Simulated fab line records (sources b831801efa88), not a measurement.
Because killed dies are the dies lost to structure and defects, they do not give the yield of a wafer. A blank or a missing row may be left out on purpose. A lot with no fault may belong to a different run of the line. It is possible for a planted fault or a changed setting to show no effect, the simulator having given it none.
A struck lot beside a sound one	flow sky130	18 steps out of a route of 708
Sound: the wafers L869.1, L869.5, L869.6. The struck wafers were L872.1, L872.5, L872.6. At the end, the cause is stated.
Each step with rows lists, per side, the tool, then ch with its chambers, then its first start. Under that, the readings that differ: sound wafers	struck wafers	difference of the means	sigmas: that difference in standard deviations of wafers without a fault.
alike: words and numbers the same on both sides, and readings whose means are apart by under 2 such deviations; not compared: readings that were withheld, readings missing a value for some wafer, numbers with overlapping values and no deviation given by the record, and bounds like >300 which may hide the same value.
The two part at a step that has a row with sigmas, a row that says differs or no value, or rows on one side only. Numbers that don't overlap but have no deviation are shown without sigmas and don't part them. A reading missing from all wafers of one side parts the sides only when that side holds two or more wafers.

SKY_LDD_HVP_STRIP_09: strips in O2/N2.
  sound on plasma_asher-04 ch 0,1, day 23 04:53; struck on plasma_asher-02 ch 0,1, day 24 08:35
  alike: drypump_motor_current_A, n2_flow_sccm, oes_product_au, strip_time_to_endpoint_s
  not compared: rf_hours_counter_h
SKY_LDD_HVP_TW_MEAS_10:
  sound on film_metro-03 at day 23 04:59; struck on film_metro-01 at day 24 08:41
reading	sound	struck	difference	sigmas
LDD_HVP_TW	453 453 451	465 465 465	+13	+2
then, 7 steps without rows for these wafers: SKY_LDD_LDN_DEHYDRATE_00 (time 60 s); SKY_LDD_LDN_HMDS_01 (prime time 60 s); SKY_LDD_LDN_COAT_02 (resist thk 1140 nm); SKY_LDD_LDN_SOFTBAKE_03 (time 60 s); SKY_LDD_LDN_EXPOSE_04 (exposes mask LDNTM, target cd 700 nm); SKY_LDD_LDN_PEB_05; SKY_LDD_LDN_DEVELOP_06 (develop time 60 s).
SKY_LDD_LDN_OVL_MEAS_07:
  sound on overlay-02 at day 24 11:23; struck on overlay-02 at day 25 13:56
  alike: LDD_LDN_OVL
then, 2 steps without rows for these wafers: SKY_LDD_LDN_IMPLANT_08; SKY_LDD_LDN_IMPLANT_09.
SKY_LDD_LDN_IMPLANT_10:
  sound on implanter-02 ch 0, day 24 11:44; struck on implanter-01 ch 0, day 25 14:36
  alike: beam_energy_keV, beam_on_s
then, 1 step without rows for these wafers: SKY_LDD_LDN_IMPLANT_11.
SKY_LDD_LDN_STRIP_12: strips in O2/N2.
  sound on plasma_asher-01 ch 0,1, day 24 12:02; struck on plasma_asher-04 ch 0,1, day 25 14:54
  alike: drypump_motor_current_A, n2_flow_sccm, oes_product_au, strip_time_to_endpoint_s
  not compared: rf_hours_counter_h
SKY_LDD_LDN_TW_MEAS_13:
  sound on film_metro-02 at day 24 12:08; struck on film_metro-02 at day 25 15:15
reading	sound	struck	difference	sigmas
LDD_LDN_TW	1461 1460 1463	1552 1564 1570	+101	+5
then, 1 step without rows for these wafers: SKY_LDD_LDN_CLEAN_14 (cleans in SC1/SC2, time 150 s).
-- the record jumps here: 22 days lie between the struck wafers' starts before and after (it left off in module LDD_LDN and takes up again in module PAD_OPEN, whose first step shown is number 708 of the route) --
SKY_PAD_OPEN_PROBE_99:
  sound on prober-01 at day 47 04:17; struck on prober-02 at day 47 14:55
reading	sound	struck	difference	sigmas
model.etest.tip_sonos.rs_ohm_sq	2805 2757 2729	2369 2356 2405	-387	
  alike: killed_at_M0_to_M3, killed_at_M4_up, killed_at_contacts, killed_at_front_end, killed_at_other, killed_dies, killed_open, killed_short

== WHERE THEY PART ==
First at SKY_LDD_HVP_TW_MEAS_10; last, within this record, at SKY_LDD_LDN_TW_MEAS_13. Later steps at which nothing parts them and some readings are alike: SKY_PAD_OPEN_PROBE_99.

WHY: what had been put in by the simulator
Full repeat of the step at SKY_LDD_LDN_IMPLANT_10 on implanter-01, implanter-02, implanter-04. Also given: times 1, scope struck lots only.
